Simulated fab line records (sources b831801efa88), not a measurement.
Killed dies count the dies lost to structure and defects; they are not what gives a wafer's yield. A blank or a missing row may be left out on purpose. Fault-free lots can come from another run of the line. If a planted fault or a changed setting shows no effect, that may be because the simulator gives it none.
Problem report, 8D (eight disciplines) form, completed by code ; flow gf180mcu ; the parts of the form that need people (team, actions taken, sign-off) are left out

== 1. WHAT IS WRONG ==
run length s at GF_M3_METAL_ETCH_16 reads a mean of 127.5 s on 2 wafers of 2 lots; wafers without a fault read 133.0 s with a standard deviation of 0.65. Measured from the usual mean, that is -8.5 standard deviations.
The step: etches the open film in Cl2/BCl3, stops on SiO2, target depth 627.5 nm, time 104.6 s.
First seen on wafer L726.2, day 24 20:04, on rie metal-04. At this step, 34 wafers from 12 lots have a number in the record. Rule for "out" (also "out of limits"): further than 4 standard deviations from the usual mean. All remaining wafers that have a number are taken as sound.

== 2. WHAT IT IS, AND WHAT IT ISN'T ==
question;is;is not
which readings at this step;run length s;drypump motor current A
which lots;L726, L727;L717, L718, L720, L729, L730, L734, L736, L737, L738, L739
which wafers of those lots;L726.2, L727.2;L726.4, L727.4
read on which tools;rie metal-04;rie metal-02, rie metal-03
when;from day 24 20:04;"up to then (10 sound wafers); but 22 sound wafers of L727, L729, L730, L734, L736, L737, L738, L739 came after"

== 3. THE SUSPECTS, EACH WITH WHAT RULES IT OUT ==
Counting: a tool at a process step up to the reading stays a suspect if it ran every lot that is out. Sound lots after the first of them don't rule it out here, since some wafers of a struck lot are sound.
- rie metal-04 at GF_M3_METAL_ETCH_16 (etches the open film in Cl2/BCl3, stops on SiO2, target depth 627.5 nm, time 104.6 s): kept. Ran every lot that is out, first one L726 (day 24 20:04); last sound lot up to then L720 (day 22 22:06). Its own run length s readings are out on those wafers.
Left after counting: rie metal-04 at GF_M3_METAL_ETCH_16.

== 4. THE CAUSE (what the simulator had put in) ==
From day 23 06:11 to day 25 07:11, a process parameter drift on rie metal-04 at GF_M3_METAL_ETCH_16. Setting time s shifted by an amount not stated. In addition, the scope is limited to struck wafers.
Only this tool survived the counting.

== 5. THE EFFECT CHAIN, in route order ==
One row per reading whose mean, taken over the struck wafers that have a number, lies over 3 standard deviations from the usual. Only readings for which the record gives a usual standard deviation are gone through. hours: the time from each lot's start at the first step in this table that gives one to its start at this step, as a median over the lots. sigmas: the change in usual standard deviations.
hours;step;reading;usual;on struck wafers;change;sigmas
0;GF_M3_METAL_ETCH_16;oes product au;0.973 a.u.;0.997;+0.024;+4.2
0;GF_M3_METAL_ETCH_16;run length s;133.0 s;127.5;-5.5;-8.5
0;GF_M3_METAL_ETCH_16;throttle valve pct;28.248 %;28.208;-0.040;-3.6
0;GF_M3_STRIP_17;strip time to endpoint s;7.86 s;8.01;+0.15;+4.5
Its process steps:
- GF_M3_METAL_ETCH_16: etches the open film in Cl2/BCl3, stops on SiO2, target depth 627.5 nm, time 104.6 s.
- GF_M3_STRIP_17: strips in O2/N2.

== 6. WHAT WOULD HAVE CAUGHT IT SOONER ==
First out-of-limits reading in this record: day 24 20:04, which is 38 hours after fault onset at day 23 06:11.
